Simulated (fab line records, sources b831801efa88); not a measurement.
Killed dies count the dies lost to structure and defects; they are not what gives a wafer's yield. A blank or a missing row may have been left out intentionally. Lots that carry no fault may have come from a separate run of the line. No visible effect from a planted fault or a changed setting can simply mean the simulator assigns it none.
Chamber matching | flow gf180mcu | GF_V5_CMP_26 on cmp-01: 4 sister chambers
The step polishes, stops on SiO2, t overpolish 15 s, target thk 0 nm. 16 wafers are shown with their chamber, then 8 later ones without.

## WAFERS WITH THEIR CHAMBER
wafer  | chamber | motorCurrentA (A) | timeToEndpointS (s) | overpolishRunS (s)
L734.2 | 1       | 11.0              | 81.6                | 15.005
L734.4 | 3       | 12.2              | 81.9                | 15.010
L734.5 | 0       | 11.4              | 87.3                | 14.999
L735.1 | 1       | 11.6              | 85.5                | 14.989
L735.3 | 2       | 11.0              | 85.7                | 14.998
L735.6 | 3       | 12.5              | 84.2                | 14.980
L736.1 | 3       | 11.7              | 80.0                | 14.987
L736.2 | 0       | 11.5              | 83.2                | 15.015
L736.4 | 1       | 10.8              | 85.5                | 15.003
L737.1 | 2       | 10.9              | 85.2                | 14.988
L737.2 | 3       | 12.9              | 86.4                | 15.008
L737.4 | 1       | 11.2              | 85.1                | 14.999
L739.1 | 3       | 12.3              | 75.1                | 15.017
L739.4 | 2       | 10.6              | 78.4                | 15.006
L739.6 | 2       | 10.6              | 79.6                | 15.014
L740.2 | 3       | 12.2              | 80.2                | 15.001

SIGNATURES, as means of the wafers listed above
reading         | chamber 0 | chamber 1 | chamber 2 | chamber 3 | scatter within a chamber
motorCurrentA   | 11.450    | 11.150    | 10.775    | 12.300    | 0.324
timeToEndpointS | 85.250    | 84.425    | 82.225    | 81.300    | 3.39
overpolishRunS  | 15.00700  | 14.99900  | 15.00150  | 15.00050  | 0.0118
Rule: for a wafer and a chamber, the distance is found by dividing, reading by reading, the gap between the wafer's reading and the chamber's mean by the reading's scatter, squaring, summing and taking the root. The wafer belongs to the nearest chamber; if the next one is less than 2 further off, it can't be placed. How the scatter is found: for the shown wafers, subtract from each reading the mean of its chamber, square and add these, divide the total by (wafers less chambers), then take the root.

## WAFERS WHOSE CHAMBER IS MISSING
wafer  | motorCurrentA (A) | timeToEndpointS (s) | overpolishRunS (s)
L740.4 | 10.9              | 82.9                | 15.006
L740.6 | 11.7              | 83.0                | 15.003
L741.2 | 10.8              | 84.2                | 14.997
L741.3 | 10.7              | 84.0                | 14.997
L741.5 | 11.2              | 82.6                | 15.004
L742.2 | 11.5              | 83.6                | 15.006
L742.3 | 12.1              | 78.0                | 14.996
L742.6 | 11.7              | 86.7                | 15.004

## CHAMBER TAKEN BY EACH
wafer  | from the rows above               | in truth
L740.4 | can't be placed: 2 or 1 or 0      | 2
L740.6 | can't be placed: 0 or 1 or 3 or 2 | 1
L741.2 | can't be placed: 2 or 1 or 0      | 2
L741.3 | can't be placed: 2 or 1 or 0      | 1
L741.5 | can't be placed: 1 or 0 or 2      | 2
L742.2 | can't be placed: 0 or 1 or 2      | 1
L742.3 | can't be placed: 3 or 0           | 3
L742.6 | can't be placed: 0 or 1 or 3      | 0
Correct placement for 0 of the 8. Cannot be placed on the basis of these rows: 8; the candidates contain the true chamber in 8. Wrongly placed: 0.
